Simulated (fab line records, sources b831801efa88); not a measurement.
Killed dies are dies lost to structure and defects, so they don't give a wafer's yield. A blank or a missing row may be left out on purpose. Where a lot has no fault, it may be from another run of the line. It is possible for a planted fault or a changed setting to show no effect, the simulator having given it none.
The tool behind it: which one? ; flow sky130 ; Sampling: 14 lots, 42 wafers, 2 of 708 route steps

== WHAT THE GAUGES READ, wafer by wafer ==
SKY_POLY_GATE_THK_MEAS_21.
lot;measured;on;POLY_GATE_OXIDATION_THK (nm)
L460;day 16 18:26;film metro-02;4.05 4.01 4.03
L461;day 17 00:17;film metro-03;4.05 4.01 4.09
L462;day 17 00:21;film metro-02;3.95 3.93 3.99
L463;day 17 20:17;film metro-01;4.06 4.07 4.03
L465;day 18 17:08;film metro-01;4.11 4.07 4.01
L466;day 18 20:59;film metro-02;4.13 4.08 4.06
L467;day 18 22:13;film metro-01;3.98 4.08 4.04
L469;day 19 21:04;film metro-01;3.93 3.85 3.89
L472;day 20 16:30;film metro-02;3.78 3.85 3.90
L473;day 21 02:23;film metro-02;3.79 3.85 3.89
L477;day 23 06:50;film metro-03;3.93 3.93 3.98
L478;day 23 07:48;film metro-03;3.99 4.19 4.06
L480;day 23 15:14;film metro-02;4.08 4.13 4.13
L483;day 24 17:54;film metro-02;3.92 4.03 3.89

SKY_LDD_N_OVL_MEAS_07.
lot;measured;on;LDD_N_OVL (nm)
L460;day 18 00:45;overlay-02;1.9 0.8 1.8
L461;day 18 06:12;overlay-02;0.1 -1.5 -0.2
L462;day 18 06:31;overlay-02;-0.5 0.0 -0.2
L463;day 19 02:41;overlay-01;2.0 2.5 3.9
L465;day 19 23:32;overlay-01;0.0 1.8 1.1
L466;day 20 03:43;overlay-01;0.6 1.9 1.1
L467;day 20 04:36;overlay-01;2.6 0.0 2.8
L469;day 21 02:59;overlay-02;3.2 1.1 2.9
L472;day 21 22:52;overlay-02;1.7 0.8 3.3
L473;day 22 09:15;overlay-01;0.9 1.3 0.8
L477;day 24 12:30;overlay-02;1.1 1.8 1.9
L478;day 24 13:44;overlay-02;0.9 0.0 0.6
L480;day 24 20:43;overlay-02;4.1 0.8 1.8
L483;day 25 23:08;overlay-02;1.0 2.2 1.3

== EACH LOT AND THE TOOL THAT RAN IT (in order: tool; ch and the chambers of the sampled wafers; start) ==
The record shows no process step preceding these readings.

== WHAT THE TOOLS THEMSELVES READ (means of the sampled wafers that have a number; where no wafer has one, the mark that the record gives instead) ==
The record holds no such reading with a usual standard deviation.

== THE ANSWER, worked out from the rows above alone ==
Rule: the lots themselves supply what counts as usual. The widest of any qualifying gaps counts: lots, ordered by their means at a reading, are off when they make up no more than a third of the lots, leave a main group of 4 or more, and stand apart from it by 3 or more times the standard deviation of that group's means. The tables above print the reading to a certain number of digits; a main group whose means all agree to those digits is not used. A lot without any number at a reading at which 4 lots or more have one is off too. Any other lot the step has rows for is counted as sound. The gauges are gone through in route order, then the tools' own readings, and for those a lot's mean is taken as printed above. At the first step where some lot is off, the reading lying furthest off is the one used; lots without a number count as furthest.
No lot is off on any of the readings shown, so nothing can be concluded from this.

== WHAT WAS PUT IN BY THE SIMULATOR ==
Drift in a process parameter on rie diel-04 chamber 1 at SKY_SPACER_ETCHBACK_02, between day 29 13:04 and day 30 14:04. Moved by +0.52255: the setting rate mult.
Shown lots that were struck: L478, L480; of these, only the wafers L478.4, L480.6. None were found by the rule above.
